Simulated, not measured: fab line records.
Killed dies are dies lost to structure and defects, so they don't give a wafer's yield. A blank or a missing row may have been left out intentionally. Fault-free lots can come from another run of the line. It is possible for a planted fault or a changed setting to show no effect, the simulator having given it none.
Comparing a struck lot with a sound one ; flow sky130 ; 15 out of 708 route steps
Sound: the wafers L434.1, L434.2, L434.3. Struck: wafers L435.1, L435.3, L435.4. The cause comes at the end.
At each step with rows: each side's tool, then ch and its chambers, then its first start. Under that, the readings that differ: sound wafers ; struck wafers ; difference of the means ; sigmas: that difference in standard deviations of wafers without a fault.
alike: a reading whose means differ by less than 2 such deviations, as well as words and numbers matching on both sides. not compared: withheld readings; readings where some wafer has no value; bounds like >300 that might hide an equal value; numbers whose values overlap and for which the record gives no deviation.
Wherever a step has rows on one side only, a row that says differs or no value, or a row with sigmas, the two part there. When numbers do not overlap yet have no deviation, they are printed without sigmas and do not part them. A reading missing from all wafers of one side parts the sides only when that side holds two or more wafers.

first, 1 step without rows for these wafers: SKY_VT_ADJUST_LVTN_IMPLANT_19.
SKY_VT_ADJUST_LVTN_STRIP_20: strips in O2/N2.
  sound on plasma_asher-04 ch 0,1, day 10 10:52; struck on plasma_asher-03 ch 0,1, day 11 00:59
  alike: drypump_motor_current_A, oes_product_au, strip_time_to_endpoint_s
  not compared: rf_hours_counter_h
SKY_VT_ADJUST_LVTN_TW_MEAS_21:
  sound: film_metro-01 at day 10 10:58; struck: film_metro-01 at day 11 01:05
  alike: VT_ADJUST_LVTN_2_TW
then, 7 steps without rows for these wafers: SKY_VT_ADJUST_NCORE_DEHYDRATE_00 (time 60 s); SKY_VT_ADJUST_NCORE_HMDS_01 (prime time 60 s); SKY_VT_ADJUST_NCORE_COAT_02 (resist thk 1121 nm); SKY_VT_ADJUST_NCORE_SOFTBAKE_03 (time 60 s); SKY_VT_ADJUST_NCORE_EXPOSE_04 (exposes mask LVTN COMPLEMENT THIN, target cd 380 nm); SKY_VT_ADJUST_NCORE_PEB_05; SKY_VT_ADJUST_NCORE_DEVELOP_06 (develop time 60 s).
SKY_VT_ADJUST_NCORE_CD_MEAS_07: target cd 380 nm.
  sound: cd_sem-01 at day 11 10:26; struck: cd_sem-01 at day 12 00:14
  alike: cd_nm
SKY_VT_ADJUST_NCORE_OVL_MEAS_08:
  sound: overlay-02 at day 11 10:33; struck: overlay-01 at day 12 00:21
  alike: VT_ADJUST_NCORE_OVL
SKY_VT_ADJUST_NCORE_IMPLANT_09:
  sound on implanter-02 ch 0, day 11 10:35; struck on implanter-02 ch 0, day 12 00:23
reading;sound;struck;difference;sigmas
beam_energy_keV;10.001 9.9998 9.9979;9.7473 9.7563 9.7500;-0.2484;-89
model.implant.drp_nm (nm);17.11 17.11 17.11;16.81 16.81 16.81;-0.30;
  alike: beam_on_s, dose_ions_cm2
SKY_VT_ADJUST_NCORE_STRIP_10: strips in O2/N2.
  sound on plasma_asher-02 ch 0,1, day 11 10:44; struck on plasma_asher-02 ch 0,1, day 12 00:32
  alike: drypump_motor_current_A, oes_product_au, strip_time_to_endpoint_s
  not compared: rf_hours_counter_h
-- record jumps: 37 days separate the struck wafers' starts on either side; left off in module VT_ADJUST_NCORE, taken up again in module PAD_OPEN, whose first shown step is the route's number 708 --
SKY_PAD_OPEN_PROBE_99:
  rows exist in the record for the struck wafers here (prober-02, day 48 18:49), but not for the sound ones

## WHERE THEY PART
Earliest at SKY_VT_ADJUST_NCORE_IMPLANT_09; latest, in this record, at SKY_PAD_OPEN_PROBE_99.

WHY: what had been put in by the simulator
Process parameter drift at SKY_VT_ADJUST_NCORE_IMPLANT_09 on implanter-02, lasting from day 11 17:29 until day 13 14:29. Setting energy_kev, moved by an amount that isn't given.
